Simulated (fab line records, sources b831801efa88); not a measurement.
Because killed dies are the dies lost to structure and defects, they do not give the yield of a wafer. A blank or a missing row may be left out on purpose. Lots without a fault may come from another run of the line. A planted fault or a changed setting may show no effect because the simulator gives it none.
A lot that was struck, set against a sound lot / flow sky130 / 34 out of 708 route steps
Sound: the wafers L281.1, L281.3, L281.5. Struck: wafer L276.2 (left out: L276.1, L276.4 of the same lot, which were not struck); the cause appears at the end.
At each step with rows: each side's tool, then ch and its chambers, then its first start. Under that, the readings that differ: sound wafers / struck wafers / difference of the means / sigmas: that difference in standard deviations of wafers without a fault.
alike: same words and numbers on both sides, and readings whose means sit less than 2 such deviations apart. not compared: any withheld reading, any reading some wafer has no value for, any bound like >300 that may hide the same value, and any number with overlapping values for which the record gives no deviation.
Wherever a step has rows on one side only, a row that says differs or no value, or a row with sigmas, the two part there. Numbers that don't overlap but have no deviation are shown without sigmas and don't part them. Lack of a reading on every wafer of one side parts them only where that side has two or more wafers.

first, 9 steps without rows for these wafers: SKY_METAL1_DEVELOP_14 (develop time 60 s); SKY_METAL1_DESCUM_17 (chemistry O2, time 8 s); SKY_METAL1_ETCH_18 (etches BARC in N2/H2, stops on SiO2, time 45.9 s, target depth 60 nm); SKY_METAL1_METAL_ETCH_19 (etches the open film in Cl2/BCl3, stops on SiO2, target depth 360 nm, time 78 s); SKY_METAL1_STRIP_20 (strips in O2/N2); SKY_METAL1_STRIP_21 (strips in post etch residue remover, time 1200 s); SKY_METAL1_CLEAN_22 (cleans in IPA, time 180 s); SKY_METAL1_CLEAN_23 (cleans in O3/DIW); SKY_VIA1_HDPCVD_00 (deposits SiO2, target thk 1030 nm, time 171.7 s).
SKY_VIA1_CMP_02: polishes SiO2.
  sound on cmp-02 ch 1,2,3, day 39 16:07; struck on cmp-01 ch 0, day 38 07:48
reading=model.SiO2_of_VIA1_HDPCVD_00.thk_nm (nm); sound=344.6 345.9 344.3; struck=310.6; difference=-34.3; sigmas=
  alike: motor_current_A
then, 9 steps without rows for these wafers: SKY_VIA1_DEHYDRATE_04 (time 60 s); SKY_VIA1_HMDS_05 (prime time 60 s); SKY_VIA1_COAT_06 (resist thk 60 nm); SKY_VIA1_COAT_07 (resist thk 450 nm); SKY_VIA1_SOFTBAKE_08 (time 90 s); SKY_VIA1_EXPOSE_09 (exposes mask VIM, target cd 150 nm); SKY_VIA1_PEB_10; SKY_VIA1_DEVELOP_11 (develop time 60 s); SKY_VIA1_ETCH_14 (etches BARC in N2/H2, stops on SiO2, time 45.9 s, target depth 60 nm).
SKY_VIA1_ETCH_15: etches SiO2 in C4F8/O2/Ar, stops on TiN, target depth 351 nm, time 54 s.
  sound on rie_diel-03 ch 0,1,3, day 40 16:16; struck on rie_diel-01 ch 0, day 39 09:50
reading=oes_product_au (a.u.); sound=0.971 0.985 0.976; struck=0.922; difference=-0.055; sigmas=-9
reading=model.etch.depth_nm (nm); sound=344.6 345.9 344.3; struck=310.6; difference=-34.3; sigmas=
reading=model.VIA1.feature_depth_nm (nm); sound=344.6 345.9 344.3; struck=310.6; difference=-34.3; sigmas=
  alike: chamber_pressure_mTorr
  not compared: rf_hours_counter_h
then, 12 steps without rows for these wafers: SKY_VIA1_STRIP_16 (strips in O2/N2); SKY_VIA1_STRIP_17 (strips in post etch residue remover, time 1200 s); SKY_VIA1_CLEAN_18 (cleans in IPA, time 180 s); SKY_VIA1_CLEAN_19 (cleans in O3/DIW); SKY_VIA1_SPUTTER_20 (material TiN, target thk 20 nm, time 80 s); SKY_VIA1_CVD_21 (deposits W, target thk 270 nm, time 80.902 s); SKY_VIA1_CMP_24 (polishes, stops on SiO2, t overpolish 15 s, target thk 0 nm); SKY_METAL2_SPUTTER_00 (material Ti, target thk 15 nm, time 10 s); SKY_METAL2_SPUTTER_01 (material TiN, target thk 20 nm, time 16.7 s); SKY_METAL2_SPUTTER_02 (material AlCu, target thk 250 nm, time 13.3 s); SKY_METAL2_SPUTTER_03 (material Ti, target thk 5 nm, time 3.3 s); SKY_METAL2_SPUTTER_04 (material TiN, target thk 70 nm, time 58.3 s).
SKY_METAL2_METAL_ETCH_19: etches the open film in Cl2/BCl3, stops on SiO2, target depth 360 nm, time 78 s.
  sound on rie_metal-01 ch 0,1, day 41 18:17; struck on rie_metal-04 ch 1, day 40 11:37
reading=model.SiO2_of_VIA1_HDPCVD_00.thk_nm (nm); sound=330.7 331.9 330.4; struck=296.4; difference=-34.6; sigmas=
  alike: chamber_pressure_mTorr, drypump_motor_current_A, oes_product_au, throttle_valve_pct
  not compared: rf_hours_counter_h
then, 1 step without rows for these wafers: SKY_PAD_OPEN_PROBE_99.

== WHERE THEY PART ==
Only at SKY_VIA1_ETCH_15, within this record. Later steps at which nothing parts them and some readings are alike: SKY_METAL2_METAL_ETCH_19.

WHY: what the simulator had put in
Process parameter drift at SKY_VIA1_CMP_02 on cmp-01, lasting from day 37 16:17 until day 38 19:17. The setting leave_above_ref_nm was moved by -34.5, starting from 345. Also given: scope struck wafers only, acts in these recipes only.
